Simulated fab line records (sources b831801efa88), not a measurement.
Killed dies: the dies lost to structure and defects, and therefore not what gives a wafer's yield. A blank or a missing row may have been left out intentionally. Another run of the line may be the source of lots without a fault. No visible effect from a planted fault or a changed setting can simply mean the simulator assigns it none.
A single fault, viewed from 2 desks || flow gf180mcu || only its own numbers are on each desk; what lay behind them is given at the end

## AT THE TOOL OWNER'S DESK: implanter-02
The tool's own readings at GF_MVPSD_IMPLANT_08: means of the sampled wafers that have a number, for each lot that ran on this tool. The brackets show how far a lot's mean lies from the usual mean; more than 4 standard deviations puts the lot out of limits, marked OUT.
Columns: A = beamEnergyKeV at GF_MVPSD_IMPLANT_08, usual 170.00; B = beamOnS at GF_MVPSD_IMPLANT_08, usual 9.99 s; C = doseIonsCm2 at GF_MVPSD_IMPLANT_08, usual 1.5e+13; D = faradayCurrentUA at GF_MVPSD_IMPLANT_08, usual 84.6
{"lot": "L851", "first seen here": "day 5 07:28", "A": 170.00, "B": 10.15, "C": 1.5e+13, "D": 83.4}
{"lot": "L854", "first seen here": "day 6 01:50", "A": 170.04, "B": 10.23, "C": 1.5e+13, "D": 82.5}
{"lot": "L855", "first seen here": "day 6 05:15", "A": 170.08, "B": 10.00, "C": 1.5e+13, "D": 84.5}
{"lot": "L857", "first seen here": "day 6 17:15", "A": 170.04, "B": 10.24, "C": 1.5e+13, "D": 82.4}
{"lot": "L862", "first seen here": "day 7 23:51", "A": 169.98, "B": 10.00, "C": "1.8e+13 (+99 or more) OUT", "D": "102.4 (+9.9) OUT"}
{"lot": "L863", "first seen here": "day 8 06:49", "A": 170.04, "B": 10.02, "C": "1.8e+13 (+99 or more) OUT", "D": "101.9 (+9.6) OUT"}
Finding of this desk: L862, L863 out of limits; the first was L862 at day 7 23:51, on doseIonsCm2 at GF_MVPSD_IMPLANT_08. L851, L854, L855, L857: within limits.

## METROLOGY DESK
Means of the sampled wafers that have a number, per lot and without regard to the tool the lot ran on: this is what the gauges read. The brackets show how far a lot's mean lies from the usual mean; more than 4 standard deviations puts the lot out of limits, marked OUT.
Columns: A = MVPSD_TW at GF_MVPSD_TW_MEAS_11, usual 559; B = MVPSD_RS at GF_VT_IMPLANT_RS_MEAS_49, usual 1167 ohm/sq
{"lot": "L851", "first seen here": "day 5 07:52", "A": 549, "B": 1166}
{"lot": "L853", "first seen here": "day 5 16:55", "A": 558, "B": 1164}
{"lot": "L854", "first seen here": "day 6 02:12", "A": 566, "B": 1166}
{"lot": "L855", "first seen here": "day 6 05:38", "A": 566, "B": 1167}
{"lot": "L857", "first seen here": "day 6 17:38", "A": 550, "B": 1162}
{"lot": "L862", "first seen here": "day 8 00:12", "A": 579, "B": "1063 (-34) OUT"}
{"lot": "L863", "first seen here": "day 8 07:13", "A": 589, "B": "1064 (-33) OUT"}
{"lot": "L866", "first seen here": "day 9 00:55", "A": 568, "B": 1172}
{"lot": "L867", "first seen here": "day 9 11:02", "A": 571, "B": 1163}
{"lot": "L869", "first seen here": "day 9 16:47", "A": 556, "B": 1170}
{"lot": "L871", "first seen here": "day 10 07:22", "A": 549, "B": 1168}
{"lot": "L872", "first seen here": "day 10 18:01", "A": 550, "B": 1168}
Finding of this desk: L862, L863 out of limits, first seen on L862 at day 10 22:59 (MVPSD_RS at GF_VT_IMPLANT_RS_MEAS_49). L851, L853, L854, L855, L857, L866, L867, L869, L871, L872: within limits.

## BROUGHT TOGETHER
An alarm could have come from the tool owner's desk at day 7 23:51, on L862, L863.
On L862, L863, the metrology desk was in a position to raise an alarm at day 10 22:59.
Every lot named ran GF_MVPSD_IMPLANT_08 on implanter-02.

## WHAT WAS PUT IN BY THE SIMULATOR
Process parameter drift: implanter-02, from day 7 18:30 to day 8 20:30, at GF_MVPSD_IMPLANT_08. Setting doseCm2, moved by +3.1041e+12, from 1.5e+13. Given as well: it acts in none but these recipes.
Lots struck among those shown: L862, L863.
Hours from the fault's start to each desk's first reading out of limits: the tool owner's desk, 5; the metrology desk, 76.
